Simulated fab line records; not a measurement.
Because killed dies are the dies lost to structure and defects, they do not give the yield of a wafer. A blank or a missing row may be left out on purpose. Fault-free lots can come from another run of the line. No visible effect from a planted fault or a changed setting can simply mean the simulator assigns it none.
Problem report in the 8D (eight disciplines) form, filled by code | flow sky130 | the parts of the form that need people (team, actions taken, sign-off) are left out

== 1. THE PROBLEM ==
Across 4 wafers from 2 lots, CAPM_CVD_00_THK at SKY_CAPM_THK_MEAS_01 averages 28.09 nm, while fault-free wafers read 15.44 nm with a standard deviation of 0.21. That is +60 standard deviations from the usual mean.
First observed at day 42 12:37: wafer L528.2, on filmMetro-01. The record has a number at this step for 33 wafers belonging to 11 lots. By rule, "out" or "out of limits" means more than 4 standard deviations away from the usual mean. The rest of the wafers with a number are treated as sound.

== 2. WHAT IT IS, AND WHAT IT ISN'T ==
question                    | is                             | is not
which readings at this step | CAPM_CVD_00_THK                | -
which lots                  | L528, L529                     | L508, L510, L511, L513, L515, L516, L524, L527, L530
which wafers of those lots  | L528.2, L528.6, L529.2, L529.3 | L528.1, L529.5
read on which gauges        | filmMetro-01                   | filmMetro-02, filmMetro-04
when                        | from day 42 12:37              | up to then (25 sound wafers); but 4 sound wafers of L529, L530 came after

== 3. THE SUSPECTS, EACH WITH WHAT RULES IT OUT ==
Counting: any tool at a process step up to the reading remains a suspect provided it ran every lot that is out. Sound lots after the first of them don't rule it out here, since some wafers of a struck lot are sound.
- the gauge at SKY_CAPM_THK_MEAS_01 has been ruled out. All the wafers that are out were read on filmMetro-01, but those of them that SKY_METAL3_ETCH_17 has rows for are out there too, on other tools.
- pecvd-01 at SKY_CAPM_CVD_00 (deposits SiO2, target thk 15.5 nm): kept. Ran every lot that is out, first one L528 (day 42 12:35); last sound lot up to then L511 (day 37 09:36).
Left after counting: pecvd-01 at SKY_CAPM_CVD_00.

== 4. THE CAUSE (what the simulator had put in) ==
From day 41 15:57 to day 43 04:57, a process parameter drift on pecvd-01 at SKY_CAPM_CVD_00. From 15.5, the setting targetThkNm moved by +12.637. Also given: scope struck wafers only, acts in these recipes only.
After counting, this tool was the only one left.

== 5. SEQUENCE OF EFFECTS, ordered by route ==
One row per reading whose mean, taken over the struck wafers that have a number, lies over 3 standard deviations from the usual. Scope: only readings with a usual standard deviation given in the record; hours: median across lots of the time from each lot's start at the first step in this table that gives one to its start at this step; sigmas: change in usual standard deviations.
hours | step                 | reading         | usual      | on struck wafers | change | sigmas
0     | SKY_CAPM_THK_MEAS_01 | CAPM_CVD_00_THK | 15.44 nm   | 28.09            | +12.65 | +60
46    | SKY_METAL3_ETCH_17   | oesProductAu    | 0.754 a.u. | 1.010            | +0.256 | +40
Process steps it contains:
- SKY_METAL3_ETCH_17: etches SiO2 in C4F8/O2/Ar, stops on TiN, time 3.9 s, target depth 15 nm.

== 6. HOW IT WOULD HAVE BEEN CAUGHT EARLIER ==
The first out-of-limits reading at a measuring or inspecting step in this record came at day 42 12:37, 21 hours after the fault's start at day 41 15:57.
No tool reading at SKY_CAPM_CVD_00 that has a usual standard deviation in the record was out on any struck wafer, so an alarm limit of 4 standard deviations on those readings would not have fired.
Lots out: 2; of these, L529 started SKY_CAPM_CVD_00 on pecvd-01 after day 42 12:37. A hold on the tool at that time would have spared it.
